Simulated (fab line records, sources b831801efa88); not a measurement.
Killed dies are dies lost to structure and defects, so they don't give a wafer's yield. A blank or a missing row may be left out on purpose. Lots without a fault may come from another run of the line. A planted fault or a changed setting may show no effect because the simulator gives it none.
A struck lot beside a sound one | flow sfq_line | 42 steps out of a route of 325
Sound: wafers L979.1, L979.4, L979.6. Struck: wafer L986.6. (L986.1 of the same lot was not struck and is left out.) The cause comes at the end.
At each step with rows: each side's tool, then ch and its chambers, then its first start. Under that, the readings that differ: sound wafers | struck wafers | difference of the means | sigmas: that difference in standard deviations of wafers without a fault.
alike: readings whose means differ by less than 2 such deviations, and words and numbers that are the same on both sides. not compared: withheld readings, readings that some wafer has no value for, bounds like >300 that may hide the same value, and numbers for which the record gives no deviation and whose values overlap.
The two part at a step that has a row with sigmas, a row that says differs or no value, or rows on one side only. Numbers that don't overlap but have no deviation are shown without sigmas and don't part them. A reading that every wafer of one side lacks parts them only if that side has two wafers or more.

first, 6 steps without rows for these wafers: SFQ_TRILAYER_I0_VIA_LITHO_COAT_036 (resist thk 62 nm); SFQ_TRILAYER_I0_VIA_LITHO_COAT_031 (resist thk 650 nm); SFQ_TRILAYER_I0_VIA_LITHO_SOFTBAKE_035; SFQ_TRILAYER_I0_VIA_LITHO_EXPOSE_032 (exposes mask I0, target cd 500 nm); SFQ_TRILAYER_I0_VIA_LITHO_PEB_034 (peb time 60 s); SFQ_TRILAYER_I0_VIA_LITHO_DEVELOP_033 (time 60 s).
SFQ_I0_OVL_MEAS_908:
  sound on overlay-02, day 17 03:16; struck on overlay-01, day 20 14:40
  alike: I0_OVL
SFQ_TRILAYER_I0_VIA_BARC_OPEN_VIA_ETCH_046: etches BARC in O2, target depth 125 nm, time 41.7 s.
  sound on rie_diel-02 ch 0,1,3, day 17 03:17; struck on rie_diel-01 ch 3, day 20 14:43
  alike: drypump_motor_current_A, oes_product_au
  not compared: rf_hours_counter_h
SFQ_TRILAYER_I0_VIA_ETCH_VIA_ETCH_034: etches SiO2 in CHF3, stops on Nb, target depth 260 nm.
  sound on rie_diel-02 ch 0,1,3, day 17 03:20; struck on rie_diel-01 ch 3, day 20 14:45
  alike: drypump_motor_current_A, oes_product_au
then, 3 steps without rows for these wafers: SFQ_TRILAYER_I0_VIA_STRIP_STRIP_035 (strips in O2); SFQ_TRILAYER_I0_VIA_STRIP_SOLV_CLEAN_036 (cleans in NMP, time 600 s); SFQ_TRILAYER_M1_DEP_PRE_CLEAN_038 (time 22.5 s).
SFQ_TRILAYER_M1_DEP_SPUTTER_037: material Nb, target thk 200 nm, time 133.3 s.
  sound on pvd_sputter-05, day 17 04:16; struck on pvd_sputter-05, day 20 15:41
  reading                                             | sound             | struck | difference | sigmas
  model.Nb_of_TRILAYER_M1_DEP_SPUTTER_037.thk_nm (nm) | 197.9 198.1 196.5 | 353.6  | +156.1     |
  alike: throttle_valve_pct
SFQ_M1_RS_MEAS_909: measures by four-point-probe.
  sound on film_metro-01, day 17 04:21; struck on film_metro-03, day 20 15:46
  reading           | sound             | struck | difference | sigmas
  M1_NB_RS (ohm/sq) | 0.901 0.901 0.904 | 0.501  | -0.401     | -36
then, 6 steps without rows for these wafers: SFQ_TRILAYER_M1_LITHO_COAT_044 (resist thk 62 nm); SFQ_TRILAYER_M1_LITHO_COAT_039 (resist thk 600 nm); SFQ_TRILAYER_M1_LITHO_SOFTBAKE_043; SFQ_TRILAYER_M1_LITHO_EXPOSE_040 (exposes mask M1, target cd 500 nm); SFQ_TRILAYER_M1_LITHO_PEB_042 (peb time 60 s); SFQ_TRILAYER_M1_LITHO_DEVELOP_041 (time 60 s).
-- the record jumps here: 6 days lie between the struck wafers' starts before and after --
SFQ_M1_OVL_MEAS_911:
  sound on overlay-02, day 23 08:40; struck on overlay-02, day 26 08:29
  alike: M1_OVL
then, 1 step without rows for these wafers: SFQ_TRILAYER_M1_BARC_OPEN_METAL_ETCH_054 (etches BARC in O2, target depth 125 nm, time 41.7 s).
SFQ_TRILAYER_M1_ETCH_METAL_ETCH_042: etches Nb in Cl2/Ar, stops on SiO2, target depth 240 nm, time 120 s.
  sound on rie_metal-03 ch 0,1, day 23 08:46; struck on rie_metal-04 ch 1, day 26 08:35
  reading               | sound             | struck | difference | sigmas
  oes_product_au (a.u.) | 0.896 0.895 0.881 | 0.998  | +0.107     | +14
  alike: drypump_motor_current_A
  not compared: rf_hours_counter_h
SFQ_TRILAYER_M1_STRIP_STRIP_043: strips in O2.
  sound on rie_metal-03 ch 0,1, day 23 08:53; struck on rie_metal-04 ch 1, day 26 08:43
  alike: drypump_motor_current_A, oes_product_au
  not compared: rf_hours_counter_h
then, 3 steps without rows for these wafers: SFQ_TRILAYER_M1_STRIP_SOLV_CLEAN_044 (cleans in NMP, time 600 s); SFQ_TRILAYER_I1_DEP_PECVD_045 (deposits SiO2 from SiH4/N2O, time 111.11 s, target thk 500 nm); SFQ_TRILAYER_I1_CMP_CMP_046 (polishes SiO2).
SFQ_I1_BOW_MEAS_912:
  sound on film_metro-01, day 23 13:20; struck on film_metro-04, day 26 14:47
  alike: I1_BOW
SFQ_TRILAYER_I1_METRO_MEASURE_047:
  sound on film_metro-01, day 23 13:28; struck on film_metro-04, day 26 15:54
  alike: thk_nm
then, 6 steps without rows for these wafers: SFQ_TRILAYER_I1_VIA_LITHO_COAT_054 (resist thk 62 nm); SFQ_TRILAYER_I1_VIA_LITHO_COAT_049 (resist thk 650 nm); SFQ_TRILAYER_I1_VIA_LITHO_SOFTBAKE_053; SFQ_TRILAYER_I1_VIA_LITHO_EXPOSE_050 (exposes mask I1, target cd 500 nm); SFQ_TRILAYER_I1_VIA_LITHO_PEB_052 (peb time 60 s); SFQ_TRILAYER_I1_VIA_LITHO_DEVELOP_051 (time 60 s).
-- the record jumps here: 7 days lie between the struck wafers' starts before and after --
SFQ_I1_OVL_MEAS_913:
  sound on overlay-02, day 30 05:23; struck on overlay-01, day 33 09:28
  alike: I1_OVL
then, 2 steps without rows for these wafers: SFQ_TRILAYER_I1_VIA_BARC_OPEN_VIA_ETCH_071 (etches BARC in O2, target depth 125 nm, time 41.7 s); SFQ_TRILAYER_I1_VIA_ETCH_VIA_ETCH_052 (etches SiO2 in CHF3, stops on Nb, target depth 260 nm).
SFQ_TRILAYER_I1_VIA_STRIP_STRIP_053: strips in O2.
  sound on rie_metal-01 ch 0,1, day 30 05:35; struck on rie_metal-01 ch 1, day 33 09:39
  alike: drypump_motor_current_A, oes_product_au
  not compared: rf_hours_counter_h
then, 2 steps without rows for these wafers: SFQ_TRILAYER_I1_VIA_STRIP_SOLV_CLEAN_054 (cleans in NMP, time 600 s); SFQ_TRILAYER_M2_DEP_PRE_CLEAN_056 (time 22.5 s).
-- the record jumps here: 48 days lie between the struck wafers' starts before and after --
SFQ_M8_BOW_MEAS_951:
  sound on film_metro-02, day 80 10:07; struck on film_metro-04, day 81 13:59
  reading                       | sound               | struck | difference | sigmas
  model.etest.m1.comb_log10_ohm | 12 12 12            | 0      | -12        |
  model.etest.m1.ohm_sq         | 0.8986 0.898 0.9053 | 0.503  | -0.398     |
  alike: M8_BOW

WHERE THEY PART
First at SFQ_M1_RS_MEAS_909; last, within this record, at SFQ_TRILAYER_M1_ETCH_METAL_ETCH_042. Later steps at which nothing parts them and some readings are alike: SFQ_TRILAYER_M1_STRIP_STRIP_043, SFQ_I1_BOW_MEAS_912, SFQ_TRILAYER_I1_METRO_MEASURE_047, SFQ_I1_OVL_MEAS_913, SFQ_TRILAYER_I1_VIA_STRIP_STRIP_053, SFQ_M8_BOW_MEAS_951.

WHY: what the simulator had put in
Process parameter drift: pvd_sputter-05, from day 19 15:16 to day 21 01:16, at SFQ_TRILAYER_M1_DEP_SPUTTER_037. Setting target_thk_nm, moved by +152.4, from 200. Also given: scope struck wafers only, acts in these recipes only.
